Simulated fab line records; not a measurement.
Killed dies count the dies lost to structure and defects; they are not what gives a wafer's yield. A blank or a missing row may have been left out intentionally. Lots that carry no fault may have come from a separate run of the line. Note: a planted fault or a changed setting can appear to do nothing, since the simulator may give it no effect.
The same fault as seen by 2 desks || flow sky130 || every desk sees just its own numbers, and what lay behind them comes last

== DESK OF THE TOOL OWNER: implanter-03 ==
The tool's own readings at SKY_LDD_HVN_IMPLANT_08: means of the sampled wafers that have a number, for each lot that ran on this tool. The brackets show how far a lot's mean lies from the usual mean; more than 4 standard deviations puts the lot out of limits, marked OUT.
Columns: A = beam_energy_keV at SKY_LDD_HVN_IMPLANT_08, usual 60.007
{"lot": "L589", "first seen here": "day 22 03:02", "A": 60.017}
{"lot": "L593", "first seen here": "day 23 16:17", "A": 60.006}
{"lot": "L594", "first seen here": "day 24 07:01", "A": "41.581 (-99 or more) OUT"}
{"lot": "L596", "first seen here": "day 24 12:58", "A": "41.590 (-99 or more) OUT"}
{"lot": "L602", "first seen here": "day 27 18:41", "A": 60.005}
{"lot": "L605", "first seen here": "day 27 20:58", "A": 60.003}
This desk finds L594, L596 out of limits, L594 being first, at day 24 07:01 (beam_energy_keV at SKY_LDD_HVN_IMPLANT_08). L589, L593, L602, L605 stayed within limits.

== METROLOGY DESK ==
What the gauges read for every lot (on any tool): the sampled wafers with a number, averaged. The brackets show how far a lot's mean lies from the usual mean; more than 4 standard deviations puts the lot out of limits, marked OUT.
Columns: A = POLY_GATE_OVL at SKY_POLY_GATE_OVL_MEAS_14, usual 1 nm; B = LDD_HVN_TW at SKY_LDD_HVN_TW_MEAS_10, usual 1448; C = SPACER_CVD_00_THK at SKY_SPACER_THK_MEAS_01, usual 43.3 nm
{"lot": "L584", "first seen here": "day 15 20:37", "A": 4, "B": 1436, "C": 42.8}
{"lot": "L587", "first seen here": "day 17 16:22", "A": 4, "B": 1437, "C": 43.6}
{"lot": "L589", "first seen here": "day 18 02:31", "A": -0, "B": 1435, "C": 43.2}
{"lot": "L590", "first seen here": "day 18 20:01", "A": 3, "B": 1436, "C": 43.5}
{"lot": "L593", "first seen here": "day 19 15:44", "A": 6, "B": 1451, "C": 43.8}
{"lot": "L594", "first seen here": "day 20 08:46", "A": 10, "B": "1325 (-8.2) OUT", "C": 43.3}
{"lot": "L595", "first seen here": "day 20 13:52", "A": -1, "B": 1457, "C": 43.5}
{"lot": "L596", "first seen here": "day 20 14:04", "A": -1, "B": "1299 (-10) OUT", "C": 43.2}
{"lot": "L597", "first seen here": "day 21 03:43", "A": -2, "B": 1456, "C": 43.4}
{"lot": "L602", "first seen here": "day 24 00:34", "A": 3, "B": 1459, "C": 43.3}
{"lot": "L605", "first seen here": "day 24 02:16", "A": 3, "B": 1461, "C": 43.2}
{"lot": "L606", "first seen here": "day 24 14:37", "A": -6, "B": 1472, "C": 43.4}
This desk's finding: out of limits on L594, L596; first on L594, day 24 07:16 (LDD_HVN_TW at SKY_LDD_HVN_TW_MEAS_10). L584, L587, L589, L590, L593, L595, L597, L602, L605, L606 stayed within limits.

== TAKEN TOGETHER ==
On L594, L596, at day 24 07:01, an alarm was possible from the tool owner's desk.
At day 24 07:16 the metrology desk could have sounded an alarm, on L594, L596.
SKY_LDD_HVN_IMPLANT_08 was run on implanter-03 by each of the lots named.

== WHAT THE SIMULATOR PUT IN ==
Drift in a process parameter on implanter-03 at SKY_LDD_HVN_IMPLANT_08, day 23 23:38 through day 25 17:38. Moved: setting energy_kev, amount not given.
Shown lots that were struck: L594, L596.
Hours from the fault's start to each desk's first reading out of limits: the tool owner's desk, 7; the metrology desk, 8.
